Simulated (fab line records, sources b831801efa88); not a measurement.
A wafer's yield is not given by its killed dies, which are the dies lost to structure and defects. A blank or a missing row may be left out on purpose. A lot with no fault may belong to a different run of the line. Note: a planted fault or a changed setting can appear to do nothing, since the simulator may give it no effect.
What tool caused it? + flow gf180mcu + 72 wafers from 24 lots sampled at 2 of the route's 602 steps

== WHAT THE GAUGES SHOWED, per wafer ==
GF_MIM_RS_MEAS_10: measurement is done with a four-point probe. Usual: MIM_ALCU_RS gives 0.1600 ohm/sq (standard deviation 0.0018).
| lot  | measured     | on            | MIM_ALCU_RS (ohm/sq) | flag |
|------|--------------|---------------|----------------------|------|
| L074 | day 24 19:52 | film_metro-02 | 0.1599 0.1602 0.1607 |      |
| L075 | day 25 04:58 | film_metro-02 | 0.1610 0.1617 0.1613 |      |
| L076 | day 25 13:03 | film_metro-04 | 0.1601 0.1601 0.1588 |      |
| L077 | day 25 13:26 | film_metro-04 | 0.1585 0.1566 0.1574 |      |
| L078 | day 26 05:32 | film_metro-04 | 0.1601 0.1599 0.1587 |      |
| L079 | day 26 07:51 | film_metro-01 | 0.1583 0.1595 0.1592 |      |
| L080 | day 26 19:04 | film_metro-02 | 0.1584 0.1586 0.1599 |      |
| L081 | day 27 03:01 | film_metro-02 | 0.1640 0.1631 0.1617 |      |
| L082 | day 27 07:25 | film_metro-01 | 0.1580 0.1608 0.1602 |      |
| L083 | day 27 10:28 | film_metro-02 | 0.1604 0.1588 0.1605 |      |
| L084 | day 27 23:08 | film_metro-02 | 0.1599 0.1599 0.1614 |      |
| L085 | day 28 04:01 | film_metro-02 | 0.1587 0.1596 0.1597 |      |
| L086 | day 28 11:18 | film_metro-01 | 0.1612 0.1620 0.1624 |      |
| L087 | day 28 16:53 | film_metro-04 | 0.1594 0.1609 0.1604 |      |
| L088 | day 29 03:13 | film_metro-04 | 0.1609 0.1599 0.1589 |      |
| L089 | day 29 12:42 | film_metro-02 | 0.1614 0.1592 0.1602 |      |
| L090 | day 29 22:19 | film_metro-04 | 0.1596 0.1610 0.1604 |      |
| L091 | day 30 00:22 | film_metro-02 | 0.1597 0.1594 0.1618 |      |
| L092 | day 30 04:48 | film_metro-02 | 0.1590 0.1588 0.1600 |      |
| L093 | day 30 14:54 | film_metro-02 | 0.1609 0.1589 0.1593 |      |
| L094 | day 30 16:05 | film_metro-01 | 0.1622 0.1635 0.1656 |      |
| L095 | day 30 22:10 | film_metro-02 | 0.1598 0.1594 0.1602 |      |
| L096 | day 31 16:13 | film_metro-04 | 0.1586 0.1573 0.1566 |      |
| L097 | day 31 16:55 | film_metro-04 | 0.1559 0.1569 0.1565 |      |

== EACH LOT AND THE TOOL THAT RAN IT (in order: tool; ch and the chambers of the sampled wafers; start) ==
| lot  | GF_V4_SPUTTER_21             |
|------|------------------------------|
| L074 | pvd_sputter-04, day 24 18:46 |
| L075 | pvd_sputter-03, day 25 03:46 |
| L076 | pvd_sputter-01, day 25 11:56 |
| L077 | pvd_sputter-03, day 25 12:19 |
| L078 | pvd_sputter-01, day 26 04:23 |
| L079 | pvd_sputter-01, day 26 06:43 |
| L080 | pvd_sputter-03, day 26 17:55 |
| L081 | pvd_sputter-03, day 27 01:53 |
| L082 | pvd_sputter-04, day 27 06:18 |
| L083 | pvd_sputter-03, day 27 09:17 |
| L084 | pvd_sputter-03, day 27 22:02 |
| L085 | pvd_sputter-01, day 28 02:55 |
| L086 | pvd_sputter-04, day 28 10:11 |
| L087 | pvd_sputter-04, day 28 15:45 |
| L088 | pvd_sputter-03, day 29 01:40 |
| L089 | pvd_sputter-04, day 29 11:34 |
| L090 | pvd_sputter-01, day 29 21:13 |
| L091 | pvd_sputter-01, day 29 23:13 |
| L092 | pvd_sputter-04, day 30 03:41 |
| L093 | pvd_sputter-04, day 30 13:43 |
| L094 | pvd_sputter-01, day 30 14:57 |
| L095 | pvd_sputter-03, day 30 21:02 |
| L096 | pvd_sputter-03, day 31 15:02 |
| L097 | pvd_sputter-03, day 31 15:47 |
- GF_V4_SPUTTER_21: material Ti, target thk 15 nm, time 80.02 s.

== WHAT THE TOOLS THEMSELVES READ (means of the sampled wafers that have a number; where no wafer has one, the mark that the record gives instead) ==
GF_V4_SPUTTER_21. Usual: throttle_valve_pct at 30.4 %, with a standard deviation of 0.99.
| lot  | tool           | throttle_valve_pct (%) | flag |
|------|----------------|------------------------|------|
| L074 | pvd_sputter-04 | 30.1                   |      |
| L075 | pvd_sputter-03 | 30.7                   |      |
| L076 | pvd_sputter-01 | 30.0                   |      |
| L077 | pvd_sputter-03 | 30.5                   |      |
| L078 | pvd_sputter-01 | 30.1                   |      |
| L079 | pvd_sputter-01 | 30.1                   |      |
| L080 | pvd_sputter-03 | 30.7                   |      |
| L081 | pvd_sputter-03 | 30.6                   |      |
| L082 | pvd_sputter-04 | 30.1                   |      |
| L083 | pvd_sputter-03 | 31.3                   |      |
| L084 | pvd_sputter-03 | 30.9                   |      |
| L085 | pvd_sputter-01 | 30.7                   |      |
| L086 | pvd_sputter-04 | 30.7                   |      |
| L087 | pvd_sputter-04 | 29.5                   |      |
| L088 | pvd_sputter-03 | 30.3                   |      |
| L089 | pvd_sputter-04 | 30.4                   |      |
| L090 | pvd_sputter-01 | 28.7                   |      |
| L091 | pvd_sputter-01 | 31.6                   |      |
| L092 | pvd_sputter-04 | 30.4                   |      |
| L093 | pvd_sputter-04 | 30.8                   |      |
| L094 | pvd_sputter-01 | 29.2                   |      |
| L095 | pvd_sputter-03 | 30.3                   |      |
| L096 | pvd_sputter-03 | 30.4                   |      |
| L097 | pvd_sputter-03 | 31.4                   |      |

== THE ANSWER, worked out from the rows above alone ==
Rule: a lot counts as off when the mean over its wafers that have a number is more than 3 standard deviations away from the usual mean. Also off: a lot with no number at a reading for which 4 or more lots have one. Any other lot the step has rows for is counted as sound. Order of review: gauges by route order, followed by the tools' own readings, for which a lot's mean as printed above is used. At the first step where some lot is off, the reading lying furthest off is the one used; lots without a number count as furthest.
Nothing can be told from this: no lot is off at any reading shown.

== WHAT THE SIMULATOR HAD PUT IN ==
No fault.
